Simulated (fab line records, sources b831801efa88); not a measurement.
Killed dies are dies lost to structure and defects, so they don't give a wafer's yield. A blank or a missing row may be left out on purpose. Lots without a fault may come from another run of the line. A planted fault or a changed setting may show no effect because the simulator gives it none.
fab line records | flow sky130
record lots=5 wafers=15 last_day=50
route steps=708 shown CONTACT@421 METAL1@434 VIA1@458 PAD_OPEN@708
lots that met no fault: from a run of the same line without faults
start_h: hours from the record's first day to the start of the lot's first wafer shown | wait_h: hours since the lot's step before | " the same as in the row above | L1.1+2: a row that stands for several wafers | - no value, or no start given | * or withheld: withheld | < > ~ a bound
route shown NAME@n: a module of which the file shows steps, and the number in the route of the first | usual: mean/standard deviation of fault-free wafers | same: alike in all rows | chamber/n: place in a boat | sites: the reading at each site | _std_site: their standard deviation | _edge_site: outer sites' mean less inner sites' | radius_mm: how far each site lies from the wafer's centre | mask NAME#n: copy n | behind: the tool/chamber that last shaped the wafer | hold: why the lot was held/for how many hours/how that ended | device: the transistor (n, p or np) that didn't switch | end of line: the same wafers' tests at the end of the route | a step without rows: its recipe alone | killed: dies lost to structure and defects at the first sort, not the wafer's yield | map: a wafer's dies, x killed, . not, _ none there
set.NAME: the setting as run; set.NAME@STEP: as run at that earlier step | model.NAME: the simulator's own value behind a step, which no gauge read
lots at some steps of the route; a table a step, a row a wafer
services: from which hour (start_h, from the record's first day; less than 0 if before it) a tool's chamber was out of use, for how many hours, and why
## steps
# step SKY_CONTACT_OVL_MEAS_15
# usual CONTACT_OVL=-3/5.9
# columns lot.wafer tool chamber start_h wait_h CONTACT_OVL[nm]
L530.1 overlay-02 - 767.20 0.1 -6
L530.3 " - " " 1
L530.4 " - " " -16
L536.1 overlay-02 - 809.75 0.1 -7
L536.3 " - " " -3
L536.5 " - " " -3
L545.3 overlay-02 - 881.02 0.1 3
L545.5 " - " " 0
L545.6 " - " " -9
L549.1 overlay-01 - 903.85 0.1 -13
L549.2 " - " " -13
L549.3 " - " " -2
L550.1 overlay-02 - 909.26 0.1 -14
L550.2 " - " " -5
L550.3 " - " " -13
# step SKY_CONTACT_ETCH_16
# recipe chemistry=N2/H2 target=BARC ion_energy_ev=200 source_w=500 bias_w=100 pressure_mtorr=30 n2_flow_sccm=100 h2_flow_sccm=200 stop_on=SiO2 time_s=45.9 target_depth_a=600
# step SKY_CONTACT_ETCH_17
# recipe target=SiO2 chemistry=C4F8/O2/Ar stop_on=Si3N4 mask_material=KrF-thick source_w=1500 bias_w=1200 pressure_mtorr=40 c4f8_flow_sccm=withheld O2_flow_sccm=6 Ar_flow_sccm=300 time_s=withheld target_depth_a=3400
# step SKY_CONTACT_ETCH_18
# recipe target=Si3N4 chemistry=CHF3/O2 stop_on=TiN source_w=600 bias_w=200 pressure_mtorr=40 chf3_flow_sccm=50 O2_flow_sccm=5 time_s=39 target_depth_a=750
# step SKY_CONTACT_STRIP_19
# recipe chemistry=O2/N2 power_w=1400 pressure_mtorr=1500 platen_temp_c=withheld o2_flow_sccm=3000 n2_flow_sccm=300 overash_fraction=0.5
# step SKY_CONTACT_STRIP_20
# recipe chemistry=post_etch_residue_remover time_s=1200 temp_c=72.5
# step SKY_CONTACT_CLEAN_21
# recipe chemistry=IPA time_s=180 temp_c=25
# step SKY_CONTACT_CLEAN_22
# recipe chemistry=O3/DIW dry=n2_spin
# step SKY_CONTACT_SPUTTER_23
# recipe material=TiN target_thk_nm=20 chamber_pressure_pa=5 power_w=4000 time_s=80
# usual cathode_dc_power_W=3999.9/0.62 throttle_valve_pct=30.6/0.75
# columns lot.wafer tool chamber start_h wait_h cathode_dc_power_W throttle_valve_pct
L530.1 pvd_sputter-02 - 767.97 0.0 3999.4 31.8
L530.3 " - " " 4000.4 29.8
L530.4 " - " " 4000.2 30.3
L536.1 pvd_sputter-04 - 810.52 0.0 4000.0 31.3
L536.3 " - " " 3999.7 30.9
L536.5 " - " " 3999.0 31.0
L545.3 pvd_sputter-04 - 881.77 0.0 4000.2 31.3
L545.5 " - " " 3999.6 31.4
L545.6 " - " " 3999.9 31.5
L549.1 pvd_sputter-01 - 904.61 0.0 3999.8 31.3
L549.2 " - " " 4000.4 29.0
L549.3 " - " " 4000.6 29.6
L550.1 pvd_sputter-02 - 910.02 0.0 4000.8 29.9
L550.2 " - " " 3999.7 29.8
L550.3 " - " " 3999.5 30.2
# step SKY_CONTACT_CVD_24
# recipe material=W target_thk_nm=340 time_s=102.12 temp_c=400 pressure_torr=40
# step SKY_CONTACT_RS_MEAS_25
# recipe thk_meas_gauge=four-point-probe reads=W_of_CONTACT_CVD_24+TiN_of_CONTACT_SPUTTER_23
# usual CONTACT_W_RS=0.339/0.0056
# columns lot.wafer tool chamber start_h wait_h CONTACT_W_RS[ohm/sq]
L530.1 film_metro-01 - 768.14 0.1 0.333
L530.3 " - " " 0.333
L530.4 " - " " 0.336
L536.1 film_metro-01 - 810.69 0.1 0.331
L536.3 " - " " 0.336
L536.5 " - " " 0.336
L545.3 film_metro-02 - 881.98 0.1 0.336
L545.5 " - " " 0.348
L545.6 " - " " 0.334
L549.1 film_metro-02 - 904.78 0.1 0.333
L549.2 " - " " 0.338
L549.3 " - " " 0.340
L550.1 film_metro-04 - 910.19 0.1 0.335
L550.2 " - " " 0.332
L550.3 " - " " 0.334
# step SKY_CONTACT_THK_MEAS_26
# recipe thk_meas_gauge=xrf reads=W_of_CONTACT_CVD_24
# usual CONTACT_W_THK=337/6.7
# columns lot.wafer tool chamber start_h wait_h CONTACT_W_THK[nm]
L530.1 film_metro-01 - 768.26 0.1 347
L530.3 " - " " 349
L530.4 " - " " 344
L536.1 film_metro-01 - 810.81 0.1 350
L536.3 " - " " 343
L536.5 " - " " 344
L545.3 film_metro-02 - 882.08 0.1 334
L545.5 " - " " 323
L545.6 " - " " 338
L549.1 film_metro-02 - 904.90 0.1 338
L549.2 " - " " 333
L549.3 " - " " 333
L550.1 film_metro-04 - 910.31 0.1 335
L550.2 " - " " 337
L550.3 " - " " 338
# step SKY_CONTACT_CMP_27
# recipe stop_on=SiO2 t_overpolish_s=15 down_force_psi=3.5 platen_rpm=60 target_thk_nm=0 pad_velocity_m_s=0.94248
# usual motor_current_A=11.3/1.1 overpolish_run_s=15.000/0.0082 retaining_ring_pressure_frac=1.000/0.0051 time_to_endpoint_s=79/5
# columns lot.wafer tool chamber start_h wait_h motor_current_A overpolish_run_s retaining_ring_pressure_frac time_to_endpoint_s
L530.1 cmp-01 3 768.32 0.1 10.4 15.001 0.992 78
L530.4 " 1 " " 13.0 14.995 0.999 79
L530.3 " 2 " " 10.7 15.006 0.990 88
L536.1 cmp-01 0 810.87 0.1 10.9 15.003 1.000 76
L536.3 " 1 " " 12.9 15.002 0.995 80
L536.5 " 0 " " 10.9 14.994 0.996 72
L545.3 cmp-01 2 882.12 0.0 10.6 14.999 0.999 87
L545.6 " 2 " " 10.9 15.002 1.006 85
L545.5 " 3 " " 10.6 14.990 0.994 73
L549.3 cmp-02 2 905.01 0.1 11.5 15.008 1.006 76
L549.2 " 3 " " 12.1 15.005 0.992 82
L549.1 " 0 " " 12.1 15.013 1.000 86
L550.1 cmp-02 2 910.42 0.1 11.8 14.997 1.000 74
L550.3 " 3 " " 12.0 14.989 0.999 84
L550.2 " 0 " " 12.0 15.000 0.994 90
# step SKY_METAL1_SPUTTER_00
# recipe material=Ti target_thk_nm=15 power_w=3000 time_s=10 chamber_pressure_pa=0.4
# usual cathode_dc_power_W=3000.0/0.57 throttle_valve_pct=30.8/1.1
# columns lot.wafer tool chamber start_h wait_h cathode_dc_power_W throttle_valve_pct
L530.1 pvd_sputter-03 - 768.62 0.2 2999.4 32.0
L530.3 " - " " 3000.1 29.7
L530.4 " - " " 3000.4 30.5
L536.1 pvd_sputter-03 - 811.17 0.2 2999.2 29.6
L536.3 " - " " 3000.8 30.5
L536.5 " - " " 2999.8 29.6
L545.3 pvd_sputter-02 - 882.42 0.2 2999.8 31.8
L545.5 " - " " 3000.4 30.4
L545.6 " - " " 2999.5 31.8
L549.1 pvd_sputter-02 - 905.26 0.1 2999.4 30.1
L549.2 " - " " 2999.6 30.0
L549.3 " - " " 3000.4 32.0
L550.1 pvd_sputter-01 - 910.67 0.2 2998.9 30.9
L550.2 " - " " 3000.0 29.1
L550.3 " - " " 3000.2 30.5
# step SKY_METAL1_SPUTTER_01
# recipe material=TiN target_thk_nm=20 power_w=6500 time_s=16.7 chamber_pressure_pa=0.4
# step SKY_METAL1_SPUTTER_02
# recipe material=AlCu target_thk_nm=250 power_w=10600 time_s=13.3 chamber_pressure_pa=0.4
# step SKY_METAL1_SPUTTER_03
# recipe material=Ti target_thk_nm=5 power_w=3000 time_s=3.3 chamber_pressure_pa=0.4
# step SKY_METAL1_SPUTTER_04
# recipe material=TiN target_thk_nm=70 power_w=6500 time_s=58.3 chamber_pressure_pa=0.4
# step SKY_METAL1_RS_MEAS_05
# recipe thk_meas_gauge=four-point-probe reads=TiN_of_METAL1_SPUTTER_04+Ti_of_METAL1_SPUTTER_03+AlCu_of_METAL1_SPUTTER_02+TiN_of_METAL1_SPUTTER_01+Ti_of_METAL1_SPUTTER_00
# usual METAL1_ALCU_RS=0.1262/0.0017
# columns lot.wafer tool chamber start_h wait_h METAL1_ALCU_RS[ohm/sq]
L530.1 film_metro-03 - 768.76 0.0 0.1251
L530.3 " - " " 0.1253
L530.4 " - " " 0.1263
L536.1 film_metro-01 - 811.31 0.0 0.1265
L536.3 " - " " 0.1268
L536.5 " - " " 0.1266
L545.3 film_metro-01 - 882.60 0.1 0.1260
L545.5 " - " " 0.1224
L545.6 " - " " 0.1268
L549.1 film_metro-01 - 905.40 0.0 0.1265
L549.2 " - " " 0.1292
L549.3 " - " " 0.1271
L550.1 film_metro-01 - 910.81 0.0 0.1269
L550.2 " - " " 0.1299
L550.3 " - " " 0.1258
# step SKY_METAL1_THK_MEAS_06
# recipe thk_meas_gauge=xrf reads=AlCu_of_METAL1_SPUTTER_02
# usual METAL1_ALCU_THK=248/3.9
# columns lot.wafer tool chamber start_h wait_h METAL1_ALCU_THK[nm]
L530.1 film_metro-03 - 768.88 0.1 249
L530.3 " - " " 248
L530.4 " - " " 247
L536.1 film_metro-01 - 811.43 0.1 246
L536.3 " - " " 244
L536.5 " - " " 244
L545.3 film_metro-01 - 882.70 0.1 245
L545.5 " - " " 253
L545.6 " - " " 245
L549.1 film_metro-01 - 905.52 0.1 249
L549.2 " - " " 240
L549.3 " - " " 242
L550.1 film_metro-01 - 910.93 0.1 244
L550.2 " - " " 240
L550.3 " - " " 246
# step SKY_METAL1_DEHYDRATE_07
# recipe temp_c=200 time_s=60
# step SKY_METAL1_HMDS_08
# recipe prime_time_s=60 prime_temp_c=120
# step SKY_METAL1_COAT_09
# recipe resist=BARC temp_c=withheld time_s=withheld spin_rpm=3000 resist_thk_nm=60
# step SKY_METAL1_COAT_10
# recipe resist=KrF-thick spin_rpm=3000 resist_thk_nm=450
# step SKY_METAL1_SOFTBAKE_11
# recipe temp_c=100.7 time_s=90 resist=KrF-thick
# step SKY_METAL1_EXPOSE_12
# recipe mask_id=MM1 na=0.8 source_shape=annular sigma_inner=0.55 sigma_outer=0.85 target_cd_nm=140 dose_mj=28
# step SKY_METAL1_PEB_13
# recipe peb_temp_c=withheld peb_time_s=withheld resist=KrF-thick
# step SKY_METAL1_DEVELOP_14
# recipe develop_time_s=60 resist=KrF-thick dev_temp_c=21
# step SKY_METAL1_CD_MEAS_15
# recipe target_cd_nm=140
# usual cd_nm=139.9/1.3
# columns lot.wafer tool chamber start_h wait_h cd_nm
L530.1 cd_sem-01 - 795.99 - 137.4
L530.3 " - " " 139.0
L530.4 " - " " 137.2
L536.1 cd_sem-02 - 837.25 - 139.6
L536.3 " - " " 141.4
L536.5 " - " " 141.0
L545.3 cd_sem-01 - 908.63 - 140.3
L545.5 " - " " 140.7
L545.6 " - " " 138.6
L549.1 cd_sem-02 - 931.10 - 141.4
L549.2 " - " " 142.4
L549.3 " - " " 142.2
L550.1 cd_sem-02 - 935.60 - 139.4
L550.2 " - " " 140.3
L550.3 " - " " 140.3
# step SKY_METAL1_OVL_MEAS_16
# usual METAL1_OVL=1/5.1
# columns lot.wafer tool chamber start_h wait_h METAL1_OVL[nm]
L530.1 overlay-02 - 796.11 0.1 -9
L530.3 " - " " 1
L530.4 " - " " -4
L536.1 overlay-02 - 837.37 0.1 0
L536.3 " - " " 1
L536.5 " - " " -1
L545.3 overlay-01 - 908.72 0.1 -9
L545.5 " - " " -7
L545.6 " - " " 4
L549.1 overlay-02 - 931.22 0.1 2
L549.2 " - " " 5
L549.3 " - " " 3
L550.1 overlay-02 - 935.72 0.1 3
L550.2 " - " " -3
L550.3 " - " " 2
# step SKY_METAL1_DESCUM_17
# recipe chemistry=O2 source_power_w=150 bias_power_w=0 pressure_mtorr=10 temp_c=40 time_s=8
# usual drypump_motor_current_A=5.6/0.5 oes_product_au=1.003/0.014
# columns lot.wafer tool chamber start_h wait_h drypump_motor_current_A oes_product_au rf_hours_counter_h
L530.1 rie_metal-02 0 796.14 0.0 6.0 1.006 11
L530.3 " 1 " " 6.2 0.992 -
L530.4 " 0 " " 6.0 1.011 -
L536.1 rie_metal-03 0 837.41 0.0 5.7 1.025 7
L536.3 " 1 " " 4.8 0.984 -
L536.5 " 1 " " 4.8 0.980 -
L545.3 rie_metal-02 0 908.76 0.0 6.0 1.020 -
L545.5 " 0 " " 6.0 1.014 -
L545.6 " 1 " " 6.2 0.989 -
L549.1 rie_metal-01 1 931.26 0.0 5.6 1.018 10
L549.2 " 0 " " 5.1 1.002 14
L549.3 " 0 " " 5.1 1.000 -
L550.1 rie_metal-01 0 935.76 0.0 5.1 1.003 14
L550.2 " 1 " " 5.6 1.018 10
L550.3 " 1 " " 5.6 1.015 -
# step SKY_METAL1_ETCH_18
# recipe chemistry=N2/H2 target=BARC ion_energy_ev=200 bias_w=100 pressure_mtorr=30 n2_flow_sccm=100 h2_flow_sccm=200 icp_w=500 stop_on=SiO2 time_s=45.9 target_depth_a=600
# step SKY_METAL1_METAL_ETCH_19
# recipe target_depth_a=3600 stop_on=SiO2 over_etch_frac=0.3 time_s=78 chemistry=Cl2/BCl3 resist_sidewall_deg=88 pressure_mtorr=10 icp_w=900 bias_w=48.5 Cl2_flow_sccm=60 bcl3_flow_sccm=30
# step SKY_METAL1_STRIP_20
# recipe chemistry=O2/N2 power_w=1400 pressure_mtorr=1500 platen_temp_c=withheld o2_flow_sccm=3000 n2_flow_sccm=300 overash_fraction=0.5
# usual drypump_motor_current_A=5.8/0.47 oes_product_au=0.342/0.005 strip_time_to_endpoint_s=2.68/0.071
# columns lot.wafer tool chamber start_h wait_h drypump_motor_current_A oes_product_au rf_hours_counter_h strip_time_to_endpoint_s
L530.1 plasma_asher-02 1 796.33 0.1 5.6 0.329 54 2.64
L530.3 " 0 " " 5.5 0.344 - 2.76
L530.4 " 1 " " 5.6 0.346 - 2.64
L536.1 plasma_asher-01 0 837.59 0.1 5.2 0.338 107 2.62
L536.3 " 0 " " 5.2 0.347 - 2.76
L536.5 " 0 " " 5.2 0.339 - 2.73
L545.3 plasma_asher-03 1 908.96 0.1 6.6 0.348 - 2.65
L545.5 " 0 " " 5.7 0.346 - 2.65
L545.6 " 1 " " 6.7 0.347 - 2.75
L549.1 plasma_asher-03 0 931.44 0.1 5.7 0.340 51 2.56
L549.2 " 1 " " 6.7 0.334 51 2.63
L549.3 " 0 " " 5.7 0.343 - 2.63
L550.1 plasma_asher-02 1 935.94 0.1 5.6 0.345 69 2.68
L550.2 " 0 " " 5.6 0.337 69 2.59
L550.3 " 0 " " 5.6 0.343 - 2.64
# step SKY_METAL1_STRIP_21
# recipe chemistry=post_etch_residue_remover time_s=1200 temp_c=72.5
# step SKY_METAL1_CLEAN_22
# recipe chemistry=IPA time_s=180 temp_c=25
# step SKY_METAL1_CLEAN_23
# recipe chemistry=O3/DIW dry=n2_spin
# step SKY_VIA1_HDPCVD_00
# recipe material=SiO2 target_thk_nm=1030 sigma_open_frac=0.3 time_s=171.7 temp_c=400 sih4_flow_sccm=60 pressure_mtorr=6
# step SKY_VIA1_THK_MEAS_01
# recipe reads=SiO2_of_VIA1_HDPCVD_00
# usual VIA1_HDPCVD_THK=1026/10
# columns lot.wafer tool chamber start_h wait_h VIA1_HDPCVD_THK[nm]
L530.1 film_metro-04 - 797.08 0.1 1035
L530.3 " - " " 1046
L530.4 " - " " 1019
L536.1 film_metro-03 - 838.30 0.1 1039
L536.3 " - " " 1025
L536.5 " - " " 1020
L545.3 film_metro-04 - 910.09 0.1 1029
L545.5 " - " " 1016
L545.6 " - " " 1019
L549.1 film_metro-02 - 932.15 0.1 1044
L549.2 " - " " 1027
L549.3 " - " " 1024
L550.1 film_metro-02 - 936.74 0.1 1026
L550.2 " - " " 1042
L550.3 " - " " 1024
# step SKY_VIA1_CMP_02
# recipe material=SiO2 down_force_psi=4 platen_rpm=60 pad_velocity_m_s=0.94248
# usual motor_current_A=12.4/1.1 retaining_ring_pressure_frac=1.000/0.0047
# columns lot.wafer tool chamber start_h wait_h motor_current_A retaining_ring_pressure_frac
L530.1 cmp-02 0 797.19 0.1 14.2 0.997
L530.3 " 1 " " 11.5 1.000
L530.4 " 2 " " 12.6 0.995
L536.3 cmp-01 0 838.45 0.1 11.4 1.003
L536.1 " 2 " " 11.6 0.998
L536.5 " 3 " " 10.7 0.999
L545.3 cmp-01 1 910.18 0.1 13.9 0.992
L545.5 " 0 " " 11.9 0.992
L545.6 " 1 " " 14.0 1.004
L549.1 cmp-02 1 932.43 0.3 10.9 1.000
L549.3 " 2 " " 12.7 1.006
L549.2 " 0 " " 14.3 0.992
L550.2 cmp-02 3 936.80 0.0 13.1 0.997
L550.3 " 0 " " 13.2 0.993
L550.1 " 2 " " 13.4 1.004
# step SKY_VIA1_BOW_MEAS_03
# recipe mode=bow
# usual VIA1_BOW=78/7.1
# columns lot.wafer tool chamber start_h wait_h VIA1_BOW[um]
L530.1 film_metro-02 - 797.44 0.2 88
L530.3 " - " " 74
L530.4 " - " " 75
L536.1 film_metro-04 - 838.70 0.1 86
L536.3 " - " " 78
L536.5 " - " " 79
L545.3 film_metro-04 - 910.47 0.2 77
L545.5 " - " " 74
L545.6 " - " " 81
L549.1 film_metro-04 - 932.73 0.2 67
L549.2 " - " " 73
L549.3 " - " " 73
L550.1 film_metro-03 - 937.10 0.1 72
L550.2 " - " " 88
L550.3 " - " " 77
# step SKY_VIA1_DEHYDRATE_04
# recipe temp_c=200 time_s=60
# step SKY_PAD_OPEN_PROBE_99
# usual killed_at_M0_to_M3=42/7 killed_at_M4_up=3.2/1.6 killed_at_contacts=24/5.8 killed_at_front_end=16/4.3 killed_at_other=0.3/0.62 killed_dies=86/9.5 killed_on_rim=17/3.7 killed_open=46/6.4 killed_short=39/6.3
# same gross_dies=492 killed_at_back_side=0
# columns lot.wafer tool chamber start_h wait_h killed_at_M0_to_M3 killed_at_M4_up killed_at_contacts killed_at_front_end killed_at_other killed_dies killed_on_rim killed_open killed_short
L530.1 prober-01 - 1102.82 0.1 31 7 20 12 0 70 14 43 27
L530.4 prober-01 - 1102.97 0.2 36 1 24 13 0 74 8 41 29
L536.1 prober-02 - 1132.97 0.1 37 6 21 14 0 78 14 48 30
L536.3 prober-02 - 1133.07 0.2 38 2 27 18 1 86 24 42 44
L536.5 prober-02 - 1133.17 0.2 38 4 42 18 0 102 23 64 38
L545.3 prober-02 - 1183.42 0.2 48 3 108 15 0 174 30 42 40
L545.5 prober-02 - 1183.52 0.2 38 5 21 19 0 83 19 40 42
L545.6 prober-02 - 1183.57 0.2 30 5 114 13 0 162 30 39 26
L549.1 prober-02 - 1195.82 0.1 31 5 35 15 2 88 12 45 42
L549.2 prober-02 - 1195.87 0.1 39 4 10 14 0 67 14 37 29
L549.3 prober-02 - 1195.92 0.2 30 3 26 19 0 78 17 47 30
L550.1 prober-01 - 1200.81 0.1 50 3 19 16 0 88 15 47 41
L550.2 prober-01 - 1200.86 0.1 46 6 17 22 0 91 16 44 47
L550.3 prober-01 - 1200.91 0.2 44 5 25 10 0 84 17 43 41
# killed by level:class
L530.1 LI_CONTACT:geometric_particle:open=10 VIA3:geometric_particle:open=5 CONTACT:geometric_particle:open=5 VIA1:geometric_particle:open=5 VIA2:geometric_particle:open=4 METAL4:geometric_particle:short=4 FIELD_ISO:geometric_particle:short=3 METAL1:geometric_particle:short=3
L530.4 VIA3:geometric_particle:open=9 VIA2:geometric_particle:open=7 CONTACT:geometric_particle:open=6 VIA1:geometric_particle:open=6 LI_CONTACT:geometric_particle:open=5 METAL2:geometric_particle:short=5 LI_CONTACT:geometric_particle:short=4 LOCAL_INTERCONNECT:geometric_particle:short=4
L536.1 VIA1:geometric_particle:open=8 LI_CONTACT:geometric_particle:open=8 CONTACT:geometric_particle:open=7 METAL1:geometric_particle:short=7 FIELD_ISO:geometric_particle:open=6 VIA3:geometric_particle:open=6 VIA2:geometric_particle:open=6 FIELD_ISO:geometric_particle:short=3
L536.3 VIA3:geometric_particle:open=10 LI_CONTACT:geometric_particle:open=8 CONTACT:geometric_particle:open=7 LOCAL_INTERCONNECT:geometric_particle:short=6 FIELD_ISO:geometric_particle:open=5 FIELD_ISO:geometric_particle:short=5 CONTACT:geometric_particle:short=4 METAL1:geometric_particle:short=4
L536.5 LI_CONTACT:geometric_particle:open=14 CONTACT:geometric_particle:open=12 VIA2:geometric_particle:open=12 FIELD_ISO:geometric_particle:open=6 CONTACT:geometric_particle:short=6 LI_CONTACT:geometric_particle:short=5 LOCAL_INTERCONNECT:geometric_particle:short=5 METAL1:geometric_particle:short=5
L545.3 CONTACT:unspecified=92 CONTACT:geometric_particle:open=10 VIA1:geometric_particle:open=8 METAL1:geometric_particle:short=8 VIA2:geometric_particle:open=7 METAL2:geometric_particle:short=6 FIELD_ISO:geometric_particle:short=5 VIA3:geometric_particle:open=5
L545.5 VIA1:geometric_particle:open=8 CONTACT:geometric_particle:open=7 METAL2:geometric_particle:short=7 CONTACT:geometric_particle:short=6 VIA3:geometric_particle:open=6 FIELD_ISO:geometric_particle:short=5 VIA2:geometric_particle:open=5 LI_CONTACT:geometric_particle:open=4
L545.6 CONTACT:unspecified=97 VIA1:geometric_particle:open=10 CONTACT:geometric_particle:open=9 FIELD_ISO:geometric_particle:open=5 METAL1:geometric_particle:short=5 VIA2:geometric_particle:open=4 METAL4:geometric_particle:short=4 POLY_GATE:geometric_particle:short=3
L549.1 CONTACT:geometric_particle:open=11 LI_CONTACT:geometric_particle:open=9 LOCAL_INTERCONNECT:geometric_particle:short=8 VIA2:geometric_particle:open=7 METAL1:geometric_particle:short=5 VIA3:geometric_particle:open=5 LI_CONTACT:geometric_particle:short=4 METAL2:geometric_particle:short=4
L549.2 VIA2:geometric_particle:open=9 POLY_GATE:geometric_particle:open=7 METAL1:geometric_particle:short=7 VIA1:geometric_particle:open=6 CONTACT:geometric_particle:open=5 VIA3:geometric_particle:open=5 METAL4:geometric_particle:short=4 FIELD_ISO:geometric_particle:short=3
L549.3 VIA2:geometric_particle:open=10 LI_CONTACT:geometric_particle:open=8 FIELD_ISO:geometric_particle:open=6 CONTACT:geometric_particle:short=6 LOCAL_INTERCONNECT:geometric_particle:short=5 CONTACT:geometric_particle:open=5 VIA1:geometric_particle:open=5 VIA3:geometric_particle:open=5
L550.1 VIA2:geometric_particle:open=8 VIA1:geometric_particle:open=8 METAL2:geometric_particle:short=6 VIA1:geometric_particle:short=6 METAL1:geometric_particle:short=5 LI_CONTACT:geometric_particle:open=5 CONTACT:geometric_particle:open=5 CONTACT:geometric_particle:short=5
L550.2 METAL2:geometric_particle:short=13 VIA3:geometric_particle:open=8 CONTACT:geometric_particle:open=6 FIELD_ISO:geometric_particle:short=5 VIA1:geometric_particle:open=5 POLY_GATE:geometric_particle:short=5 LI_CONTACT:geometric_particle:open=5 FIELD_ISO:geometric_particle:open=4
L550.3 VIA1:geometric_particle:open=13 CONTACT:geometric_particle:open=11 CONTACT:geometric_particle:short=6 VIA3:geometric_particle:open=6 METAL1:geometric_particle:short=5 VIA1:geometric_particle:short=5 METAL4:geometric_particle:short=5 LOCAL_INTERCONNECT:geometric_particle:short=4
# map L545.3 (x killed, . not)
__________....x..x.._________
________.......x.....x_______
______x..x.xx....xxxx..._____
_____....xxx..x..x..x.x..____
____x..xx.xx....xx....x...___
___...x..x....xx...x..x....__
__.xxx....x..x..........x..._
_.x.xx..x.....x.x..x.x.....x.
_..x.....x...xxx......x......
_..xxxx...x...xx.x.x.xxx...x.
_...........x...xx.x...x.xx.x
_.x.x.xxx.x.........xx.xxx...
_...xxxx....x...xx.....x.xx..
_x.xx.x....x...x...xxx....xxx
_.x.x...x...xx....x....x.xx..
__.x.xxx..x..xx..xxxx...x..x_
___..xxxx.xx.x...xx..x.x..x__
____xx...xxxx...xx..x...x.___
_____.xx..x...x.x..x.x.xx____
______.xx..x...........x_____
________.x...xxx.....x_______
__________x..x..x..x_________
# map L536.5 (x killed, . not)
__________.x..x..x.._________
________.......x.x..x._______
______x.x.........x..x.x_____
_____..............xx....____
____......x...xxx.x.xxx...___
___......................xx__
__.x.x......x..x..x........._
_.xx....x.x..........x.......
_.x...x......x..........x.x..
_......x.x.......x...x.x.x.x.
_.......x.x.............x.xx.
_..x...x.....x..x............
_........x...x..x.x...x.....x
_.............x......x....xx.
_x..x........xx..............
__x...x..x...x..xx.........._
___.x.x..x........x..xx...x__
____....x.......x....xxxx.___
_____.....x.xxx.x...x..x.____
______x.......x.x.x..x.._____
________......x....x.._______
__________..x......._________
## services
# columns tool chamber start_h hours kind
cmp-02 - 744.00 4.0 pm
cmp-02 - 748.00 - consumable_replace:conditioner
cmp-02 - 748.00 - consumable_replace:pad
plasma_asher-01 - 756.34 2.1 repair
rie_metal-03 - 761.03 1.1 repair
pvd_sputter-04 - 767.10 8.7 repair
pvd_sputter-04 - 772.98 3.3 repair
cmp-02 - 783.96 0.5 repair
plasma_asher-02 - 817.16 4.3 pm
pvd_sputter-03 - 823.27 1.2 repair
rie_metal-02 - 829.66 0.2 repair
cmp-02 - 836.76 6.3 pm
cmp-01 - 843.30 5.4 pm
cmp-01 - 863.45 1.8 repair
pvd_sputter-01 - 870.85 6.7 repair
cmp-02 - 887.93 1.4 repair
cmp-02 - 893.59 8.4 repair
pvd_sputter-03 - 896.23 9.7 repair
rie_metal-03 - 906.17 36.4 repair
cmp-01 - 912.00 4.0 pm
cmp-01 - 916.00 - consumable_replace:conditioner
cmp-02 - 924.09 0.6 repair
pvd_sputter-01 - 926.13 2.9 repair
cmp-01 - 928.78 6.8 pm
## key
first_sign step=SKY_PAD_OPEN_PROBE_99 reading=killed_at_contacts direction=up sigmas=15 usual=24 struck=111
effect step=SKY_PAD_OPEN_PROBE_99 reading=killed_dies direction=up sigmas=8.7 usual=86 struck=168
met_at SKY_CONTACT_CMP_27
struck_wafers L545.3,L545.6
tester_left_out L545
onset_between 768.32 882.12
fault kind=chamber_particle_source tool=cmp-01 chamber=2 onset_h=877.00 steps=SKY_CONTACT_CMP_27 rate_per_visit_cm2=0.40952 end_h=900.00
# tester_left_out: of these lots the tester's yield and bins aren't shown, on N5 and GAA mostly nor the transistor test; their killed dies are dies lost to structure and defects alone, not to doping, threshold or leakage, so they don't give the yield
